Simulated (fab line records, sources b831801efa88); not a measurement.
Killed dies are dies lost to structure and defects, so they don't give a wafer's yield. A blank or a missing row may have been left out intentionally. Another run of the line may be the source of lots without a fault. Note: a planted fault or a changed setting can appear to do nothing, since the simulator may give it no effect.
fab line records    flow sky130
record: lots: 7  wafers: 18  last-day: 49
route steps=708 shown VT_ADJUST_HVTP@93 VT_ADJUST_LVTN@97 PAD_OPEN@708
lots untouched by any fault: they come from a run of this same line in which no faults occurred
start-h: the number of hours between the record's first day and the start of the first shown wafer of the lot    wait-h: how many hours have passed since the lot's step before this one    " unchanged from the row above    L1.1+2: a row that stands for several wafers    - no value present, or no start provided    * or withheld: withheld    < > ~ a bound
route shown NAME@n: NAME is a module with steps in the file, n the number in the route of the first one    usual: mean/standard deviation of fault-free wafers    same: alike in all rows    chamber/n: place in a boat    sites: each site's reading    _std_site: the values' standard deviation    _edge_site: outer sites' mean less inner sites'    radius-mm: how far each site lies from the wafer's centre    mask NAME#n: copy n    behind: the most recent tool/chamber to have shaped the wafer    hold: why the lot was held/for how many hours/how that ended    device: whichever transistor did not switch (one of n, p or np)    end of line: tests run on the same wafers once the route is complete    step lacking rows: just its recipe    killed: the dies lost at the first sort to structure and to defects; this is not the yield of the wafer    map: a wafer's dies, x killed, . not, _ none there
set.NAME: the setting the step ran with; set.NAME@STEP: the setting that earlier step ran with    model.NAME: the simulator's own value behind a step, which no gauge read
lots at selected steps of the route; one table per step, one row per wafer
services: from which hour (start-h, from the record's first day; less than 0 if before it) a tool's chamber was out of use, for how many hours, and why
== steps ==
step: SKY_VT_ADJUST_HVTP_OVL_MEAS_08
usual: VT_ADJUST_HVTP_OVL: -0.3/1.5
lot.wafer  tool        chamber  start-h  wait-h  VT_ADJUST_HVTP_OVL[nm]
L644.2     overlay-01  -        138.24   0.1     -1.2
L644.4     "           -        "        "       -2.7
L644.6     "           -        "        "       -2.4
L646.1     overlay-01  -        153.01   0.1     0.3
L646.4     "           -        "        "       -0.9
L646.5     "           -        "        "       1.2
L647.3     overlay-01  -        161.44   0.1     -0.7
L647.4     "           -        "        "       -1.3
L647.6     "           -        "        "       -1.8
L651.1     overlay-01  -        185.92   0.1     1.5
L651.4     "           -        "        "       0.6
L651.6     "           -        "        "       -0.1
L656.1     overlay-02  -        220.32   0.1     0.7
L656.2     "           -        "        "       0.8
L657.1     overlay-02  -        223.52   0.1     -0.5
L657.3     "           -        "        "       -0.4
L658.2     overlay-02  -        232.97   0.1     -0.1
L658.3     "           -        "        "       -2.1
step: SKY_VT_ADJUST_HVTP_IMPLANT_09
recipe: species: As  energy-kev: 150  dose-cm2: 4.3e+12  tilt-deg: withheld
step: SKY_VT_ADJUST_HVTP_STRIP_10
recipe: chemistry: O2/N2  power-w: 1400  pressure-mtorr: 1500  platen-temp-c: withheld  o2-flow-sccm: 3000  n2-flow-sccm: 300  overash-fraction: 0.5
usual: drypump-motor-current-A: 6.10/0.27  oes-product-au: 0.716/0.0047  strip-time-to-endpoint-s: 14.18/0.045
lot.wafer  tool             chamber  start-h  wait-h  drypump-motor-current-A  oes-product-au  rf-hours-counter-h  strip-time-to-endpoint-s
L644.2     plasma-asher-02  0        138.42   0.1     5.77                     0.713           44                  14.22
L644.4     "                0        "        "       5.75                     0.723           -                   14.22
L644.6     "                1        "        "       6.51                     0.720           -                   14.23
L646.1     plasma-asher-02  1        153.20   0.1     6.50                     0.718           45                  14.16
L646.4     "                0        "        "       5.76                     0.731           -                   14.15
L646.5     "                1        "        "       6.52                     0.706           -                   14.18
L647.3     plasma-asher-01  1        161.65   0.1     6.39                     0.713           -                   14.12
L647.4     "                0        "        "       5.87                     0.710           -                   14.15
L647.6     "                0        "        "       5.85                     0.719           -                   14.18
L651.1     plasma-asher-03  0        186.10   0.1     5.96                     0.721           49                  14.22
L651.4     "                0        "        "       6.00                     0.720           -                   14.16
L651.6     "                0        "        "       5.95                     0.720           -                   14.22
L656.1     plasma-asher-01  0        220.50   0.1     5.84                     0.722           42                  14.20
L656.2     "                1        "        "       6.36                     0.714           42                  14.21
L657.1     plasma-asher-01  0        223.70   0.1     5.83                     0.711           43                  14.24
L657.3     "                0        "        "       5.86                     0.718           -                   14.27
L658.2     plasma-asher-01  1        233.15   0.1     6.36                     0.723           44                  14.21
L658.3     "                0        "        "       5.82                     0.717           -                   14.17
step: SKY_VT_ADJUST_HVTP_TW_MEAS_11
usual: VT_ADJUST_HVTP_TW: 1364/10
lot.wafer  tool           chamber  start-h  wait-h  VT_ADJUST_HVTP_TW
L644.2     film-metro-02  -        138.53   0.1     1351
L644.4     "              -        "        "       1359
L644.6     "              -        "        "       1358
L646.1     film-metro-03  -        153.30   0.1     1382
L646.4     "              -        "        "       1375
L646.5     "              -        "        "       1374
L647.3     film-metro-03  -        161.74   0.1     1373
L647.4     "              -        "        "       1376
L647.6     "              -        "        "       1372
L651.1     film-metro-02  -        186.20   0.1     1359
L651.4     "              -        "        "       1350
L651.6     "              -        "        "       1358
L656.1     film-metro-03  -        220.60   0.1     1370
L656.2     "              -        "        "       1372
L657.1     film-metro-03  -        223.80   0.1     1377
L657.3     "              -        "        "       1370
L658.2     film-metro-03  -        233.26   0.1     1368
L658.3     "              -        "        "       1369
step: SKY_VT_ADJUST_LVTN_DEHYDRATE_00
recipe: temp-c: 200  time-s: 60
step: SKY_VT_ADJUST_LVTN_HMDS_01
recipe: prime-time-s: 60  prime-temp-c: 120
step: SKY_VT_ADJUST_LVTN_COAT_02
recipe: spin-rpm: 2000  resist-thk-nm: 3000
step: SKY_VT_ADJUST_LVTN_SOFTBAKE_03
recipe: temp-c: 110  time-s: withheld
step: SKY_VT_ADJUST_LVTN_EXPOSE_04
recipe: mask-id: NWM_COMPLEMENT_LESS_NATIVE  na: 0.6  source-shape: conventional  sigma-outer: 0.6  polarization: unpolarized  target-cd-nm: 840  dose-mj: 194
step: SKY_VT_ADJUST_LVTN_PEB_05
recipe: temp-c: 115  time-s: withheld
step: SKY_VT_ADJUST_LVTN_DEVELOP_06
recipe: wall-angle-deg: 90  developer: TMAH  develop-time-s: 60  dev-temp-c: 23
step: SKY_VT_ADJUST_LVTN_OVL_MEAS_07
usual: VT_ADJUST_LVTN_OVL: 0.4/1.4
lot.wafer  tool        chamber  start-h  wait-h  VT_ADJUST_LVTN_OVL[nm]
L644.2     overlay-02  -        158.12   -       1.4
L644.4     "           -        "        "       -0.1
L644.6     "           -        "        "       1.2
L646.1     overlay-02  -        174.01   -       0.5
L646.4     "           -        "        "       2.0
L646.5     "           -        "        "       0.4
L647.3     overlay-01  -        182.22   -       1.1
L647.4     "           -        "        "       1.1
L647.6     "           -        "        "       2.4
L651.1     overlay-01  -        207.21   -       -1.0
L651.4     "           -        "        "       -0.8
L651.6     "           -        "        "       -1.4
L656.1     overlay-01  -        243.80   -       -0.4
L656.2     "           -        "        "       -0.2
L657.1     overlay-02  -        246.50   -       -1.3
L657.3     "           -        "        "       -1.6
L658.2     overlay-01  -        256.07   -       0.7
L658.3     "           -        "        "       0.8
step: SKY_VT_ADJUST_LVTN_IMPLANT_08
recipe: species: B  energy-kev: 30  dose-cm2: 1.57e+12  tilt-deg: withheld
usual: beam-on-s: 9.98/0.2
lot.wafer  tool          chamber  start-h  wait-h  beam-on-s
L644.2     implanter-04  0        158.17   0.0     10.02
L644.4     "             0        "        "       9.84
L644.6     "             0        "        "       10.05
L646.1     implanter-03  0        174.08   0.1     10.46
L646.4     "             0        "        "       9.83
L646.5     "             0        "        "       9.75
L647.3     implanter-02  0        182.30   0.1     9.81
L647.4     "             0        "        "       10.00
L647.6     "             0        "        "       10.12
L651.1     implanter-03  0        207.25   0.0     10.04
L651.4     "             0        "        "       9.79
L651.6     "             0        "        "       10.17
L656.1     implanter-03  0        243.83   0.0     9.94
L656.2     "             0        "        "       10.05
L657.1     implanter-03  0        246.53   0.0     10.12
L657.3     "             0        "        "       9.84
L658.2     implanter-03  0        256.12   0.0     9.72
L658.3     "             0        "        "       10.12
step: SKY_VT_ADJUST_LVTN_STRIP_09
recipe: chemistry: O2/N2  power-w: 1400  pressure-mtorr: 1500  platen-temp-c: withheld  o2-flow-sccm: 3000  n2-flow-sccm: 300  overash-fraction: 0.5
usual: drypump-motor-current-A: 6.14/0.19  oes-product-au: 0.723/0.0045  strip-time-to-endpoint-s: 36.93/0.099
lot.wafer  tool             chamber  start-h  wait-h  drypump-motor-current-A  oes-product-au  rf-hours-counter-h  strip-time-to-endpoint-s
L644.2     plasma-asher-01  1        158.30   0.1     6.38                     0.723           36                  37.07
L644.4     "                0        "        "       5.83                     0.725           -                   37.19
L644.6     "                1        "        "       6.38                     0.727           -                   36.96
L646.1     plasma-asher-04  1        174.23   0.1     6.22                     0.729           6                   36.71
L646.4     "                0        "        "       6.35                     0.727           -                   36.84
L646.5     "                1        "        "       6.25                     0.724           -                   36.82
L647.3     plasma-asher-03  1        182.43   0.1     6.18                     0.728           -                   36.80
L647.4     "                0        "        "       5.97                     0.722           -                   36.81
L647.6     "                0        "        "       6.00                     0.717           -                   36.89
L651.1     plasma-asher-04  0        207.40   0.1     6.33                     0.728           9                   36.89
L651.4     "                0        "        "       6.34                     0.717           -                   36.83
L651.6     "                1        "        "       6.26                     0.718           -                   36.76
L656.1     plasma-asher-03  1        243.98   0.1     6.17                     0.715           54                  37.00
L656.2     "                0        "        "       5.97                     0.722           54                  36.99
L657.1     plasma-asher-01  0        246.68   0.1     5.84                     0.724           45                  36.95
L657.3     "                0        "        "       5.81                     0.725           -                   36.85
L658.2     plasma-asher-03  1        256.25   0.1     6.15                     0.728           56                  36.82
L658.3     "                1        "        "       6.15                     0.726           -                   36.89
step: SKY_VT_ADJUST_LVTN_TW_MEAS_10
usual: VT_ADJUST_LVTN_TW: 243.0/1.7
lot.wafer  tool           chamber  start-h  wait-h  VT_ADJUST_LVTN_TW
L644.2     film-metro-02  -        158.41   0.1     242.0
L644.4     "              -        "        "       242.2
L644.6     "              -        "        "       243.7
L646.1     film-metro-03  -        174.33   0.1     244.0
L646.4     "              -        "        "       244.0
L646.5     "              -        "        "       245.6
L647.3     film-metro-03  -        182.52   0.1     244.8
L647.4     "              -        "        "       245.4
L647.6     "              -        "        "       245.7
L651.1     film-metro-01  -        207.50   0.1     245.1
L651.4     "              -        "        "       245.9
L651.6     "              -        "        "       242.7
L656.1     film-metro-02  -        244.08   0.1     228.9
L656.2     "              -        "        "       230.4
L657.1     film-metro-03  -        246.78   0.1     232.6
L657.3     "              -        "        "       243.5
L658.2     film-metro-03  -        256.36   0.1     231.7
L658.3     "              -        "        "       242.6
step: SKY_VT_ADJUST_LVTN_DEHYDRATE_11
recipe: temp-c: 200  time-s: 60
step: SKY_PAD_OPEN_PROBE_99
usual: killed_at_M0_to_M3: 44/6.8  killed_at_M4_up: 3.2/1.7  killed-at-contacts: 24/4.9  killed-at-front-end: 14/4.1  killed-at-other: 0.2/0.51  killed-dies: 85/8.7  killed-open: 46/6.8  killed-short: 39/6.1
same: gross-dies: 492  killed-at-back-side: 0
lot.wafer  tool       chamber  start-h  wait-h  killed_at_M0_to_M3  killed_at_M4_up  killed-at-contacts  killed-at-front-end  killed-at-other  killed-dies  killed-open  killed-short  model.etest.nfet_01v8.drive-ua-um-range  model.etest.nfet_01v8_lvt.vt-sat-v  model.etest.nfet_01v8.vt-v-range  model.etest.nfet_01v8_lvt.body-rise-v
L644.2     prober-01  -        1084.37  0.1     41                  4                24                  15                   2                86           42           44            7.495                                    0.5515                              0.0142                            0.15
L644.4     prober-01  -        1084.47  0.2     45                  3                26                  9                    0                83           45           38            10.38                                    0.54                                0.01295                           0.1481
L644.6     prober-01  -        1084.57  0.2     46                  6                18                  18                   1                89           44           45            7.492                                    0.5429                              0.009635                          0.1483
L646.1     prober-01  -        1104.49  0.1     60                  3                35                  3                    0                101          43           58            8.538                                    0.5307                              0.009961                          0.1433
L646.4     prober-01  -        1104.64  0.2     49                  4                18                  17                   0                88           46           42            7.294                                    0.5404                              0.01026                           0.1446
L646.5     prober-01  -        1104.69  0.2     38                  5                34                  14                   0                91           57           34            13.74                                    0.5501                              0.009277                          0.1438
L647.3     prober-02  -        1109.47  0.2     34                  2                22                  14                   0                72           35           37            7.507                                    0.5479                              0.009849                          0.1413
L647.4     prober-02  -        1109.52  0.2     44                  3                29                  12                   0                88           49           39            12.25                                    0.5557                              0.004569                          0.1433
L647.6     prober-02  -        1109.62  0.2     41                  1                26                  18                   0                86           46           40            6.755                                    0.547                               0.00566                           0.1432
L651.1     prober-02  -        1137.71  0.1     40                  0                25                  15                   0                80           41           39            7.23                                     0.5346                              0.008227                          0.1495
L651.4     prober-02  -        1137.86  0.2     41                  3                24                  15                   0                83           38           45            7.817                                    0.5358                              0.008323                          0.1473
L651.6     prober-02  -        1137.96  0.2     44                  5                24                  18                   0                91           44           47            10.02                                    0.5329                              0.0136                            0.1479
L656.1     prober-01  -        1169.72  0.1     43                  4                25                  22                   0                94           52           42            14.78                                    0.5059                              0.01453                           0.1363
L656.2     prober-01  -        1169.77  0.1     46                  1                24                  18                   0                89           45           44            15.6                                     0.5038                              0.01576                           0.1327
L657.1     prober-02  -        1171.22  0.1     49                  7                14                  16                   1                87           43           44            13.16                                    0.5288                              0.0123                            0.1432
L657.3     prober-02  -        1171.32  0.2     35                  5                25                  15                   0                80           48           32            8.561                                    0.5452                              0.01357                           0.1473
L658.2     prober-01  -        1173.32  0.1     49                  5                22                  13                   1                90           49           41            13.94                                    0.5258                              0.02308                           0.1357
L658.3     prober-01  -        1173.37  0.2     40                  6                17                  15                   0                78           35           43            10.28                                    0.5315                              0.00841                           0.1407
killed by level:class
L644.2 CONTACT:geometric-particle:open=10 VIA1:geometric-particle:open=9 VIA1:geometric-particle:short=7 VIA2:geometric-particle:open=6 FIELD_ISO:geometric-particle:short=5 LI_CONTACT:geometric-particle:open=5 METAL1:geometric-particle:short=5 METAL4:geometric-particle:short=4
L644.4 VIA1:geometric-particle:open=12 CONTACT:geometric-particle:open=9 VIA2:geometric-particle:open=6 VIA1:geometric-particle:short=6 LI_CONTACT:geometric-particle:open=6 METAL2:geometric-particle:short=6 VIA3:geometric-particle:short=6 LOCAL_INTERCONNECT:geometric-particle:short=5
L644.6 VIA1:geometric-particle:open=13 VIA2:geometric-particle:open=8 CONTACT:geometric-particle:open=7 CONTACT:geometric-particle:short=6 POLY_GATE:geometric-particle:short=5 METAL1:geometric-particle:short=5 VIA1:geometric-particle:short=5 FIELD_ISO:geometric-particle:short=4
L646.1 METAL2:geometric-particle:short=14 VIA1:geometric-particle:open=10 CONTACT:geometric-particle:short=9 LOCAL_INTERCONNECT:geometric-particle:short=8 VIA3:geometric-particle:open=8 CONTACT:geometric-particle:open=7 METAL1:geometric-particle:short=7 LI_CONTACT:geometric-particle:open=6
L646.4 VIA1:geometric-particle:open=12 VIA2:geometric-particle:open=8 FIELD_ISO:geometric-particle:open=6 CONTACT:geometric-particle:short=6 METAL2:geometric-particle:short=6 METAL3:geometric-particle:short=6 CONTACT:geometric-particle:open=5 POLY_GATE:geometric-particle:short=4
L646.5 CONTACT:geometric-particle:open=15 LI_CONTACT:geometric-particle:open=11 METAL1:geometric-particle:short=7 VIA1:geometric-particle:open=7 POLY_GATE:geometric-particle:open=5 VIA1:geometric-particle:short=5 VIA2:geometric-particle:open=5 FIELD_ISO:geometric-particle:open=3
L647.3 CONTACT:geometric-particle:open=11 METAL1:geometric-particle:short=6 VIA1:geometric-particle:open=5 LOCAL_INTERCONNECT:geometric-particle:short=5 METAL3:geometric-particle:short=5 FIELD_ISO:geometric-particle:short=4 CONTACT:geometric-particle:short=4 VIA2:geometric-particle:open=4
L647.4 VIA3:geometric-particle:open=12 CONTACT:geometric-particle:open=11 VIA1:geometric-particle:open=8 VIA1:geometric-particle:short=8 CONTACT:geometric-particle:short=7 LI_CONTACT:geometric-particle:open=5 METAL1:geometric-particle:short=5 VIA3:geometric-particle:short=4
L647.6 CONTACT:geometric-particle:open=14 VIA3:geometric-particle:open=8 VIA1:geometric-particle:open=6 VIA2:geometric-particle:open=6 POLY_GATE:geometric-particle:short=5 METAL1:geometric-particle:short=5 METAL2:geometric-particle:short=5 FIELD_ISO:geometric-particle:short=4
L651.1 LI_CONTACT:geometric-particle:open=11 VIA2:geometric-particle:open=9 FIELD_ISO:geometric-particle:short=6 CONTACT:geometric-particle:short=6 METAL1:geometric-particle:short=6 VIA1:geometric-particle:open=6 VIA3:geometric-particle:short=5 SPACER:geometric-particle:open=4
L651.4 VIA1:geometric-particle:open=7 CONTACT:geometric-particle:open=7 METAL2:geometric-particle:short=7 FIELD_ISO:geometric-particle:short=6 LI_CONTACT:geometric-particle:open=6 LOCAL_INTERCONNECT:geometric-particle:short=6 FIELD_ISO:geometric-particle:open=5 METAL3:geometric-particle:short=5
L651.6 VIA1:geometric-particle:open=13 CONTACT:geometric-particle:open=7 METAL1:geometric-particle:short=7 POLY_GATE:geometric-particle:open=5 LI_CONTACT:geometric-particle:open=5 METAL2:geometric-particle:short=5 METAL4:geometric-particle:short=5 LI_CONTACT:geometric-particle:short=4
L656.1 VIA1:geometric-particle:open=12 CONTACT:geometric-particle:open=10 METAL2:geometric-particle:short=7 POLY_GATE:geometric-particle:short=6 LOCAL_INTERCONNECT:geometric-particle:short=6 VIA2:geometric-particle:open=6 FIELD_ISO:geometric-particle:open=5 POLY_GATE:geometric-particle:open=5
L656.2 VIA1:geometric-particle:open=8 CONTACT:geometric-particle:open=7 FIELD_ISO:geometric-particle:short=6 POLY_GATE:geometric-particle:open=6 VIA2:geometric-particle:open=6 VIA3:geometric-particle:open=6 VIA3:geometric-particle:short=5 LI_CONTACT:geometric-particle:open=5
L657.1 VIA1:geometric-particle:open=11 METAL1:geometric-particle:short=7 VIA1:geometric-particle:short=7 VIA3:geometric-particle:open=7 METAL4:geometric-particle:short=6 CONTACT:geometric-particle:open=6 VIA2:geometric-particle:short=6 METAL2:geometric-particle:short=5
L657.3 VIA1:geometric-particle:open=11 CONTACT:geometric-particle:open=9 FIELD_ISO:geometric-particle:open=5 LI_CONTACT:geometric-particle:short=4 VIA2:geometric-particle:open=4 METAL1:geometric-particle:short=4 VIA3:geometric-particle:open=4 POLY_GATE:geometric-particle:short=3
L658.2 VIA1:geometric-particle:open=10 CONTACT:geometric-particle:open=9 VIA3:geometric-particle:open=9 VIA3:geometric-particle:short=7 METAL1:geometric-particle:short=7 VIA1:geometric-particle:short=6 FIELD_ISO:geometric-particle:open=5 CONTACT:geometric-particle:short=5
L658.3 CONTACT:geometric-particle:open=8 VIA1:geometric-particle:open=8 FIELD_ISO:geometric-particle:short=7 METAL4:geometric-particle:short=5 VIA2:geometric-particle:open=5 VIA3:geometric-particle:short=4 LOCAL_INTERCONNECT:geometric-particle:short=4 VIA3:geometric-particle:open=4
== services ==
tool             chamber  start-h  hours  kind
plasma-asher-04  0        117.75   -      clean
plasma-asher-04  1        117.75   -      clean
implanter-03     -        151.73   9.9    repair
implanter-03     -        174.77   3.5    pm
implanter-04     -        176.97   20.2   pm
plasma-asher-04  -        179.25   1.2    repair
implanter-03     -        222.73   1.3    pm
implanter-04     -        241.52   2.8    repair
== key ==
first-sign: step: SKY_VT_ADJUST_LVTN_TW_MEAS_10  reading: VT_ADJUST_LVTN_TW  direction: down  sigmas: 7  usual: 243.0  struck: 230.9
effect none on later readings
model-effect: step: SKY_PAD_OPEN_PROBE_99  value: etest.nfet_01v8.drive-ua-um-range  without: 8.522  struck: 14.37
met-at SKY_VT_ADJUST_LVTN_IMPLANT_08
struck-wafers L656.1,L656.2,L657.1,L658.2
tester-left-out L656,L657,L658
onset-between 207.25 243.83
fault: kind: process-parameter-drift  tool: implanter-03  chamber: -  onset-h: 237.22  steps: SKY_VT_ADJUST_LVTN_IMPLANT_08  channel: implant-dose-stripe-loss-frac  offset: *  shape: step  end-h: 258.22  scope: struck-wafers-only
tester-left-out: of these lots the tester's yield and bins aren't shown, on N5 and GAA mostly nor the transistor test; their killed dies are dies lost to structure and defects alone, not to doping, threshold or leakage, so they don't give the yield
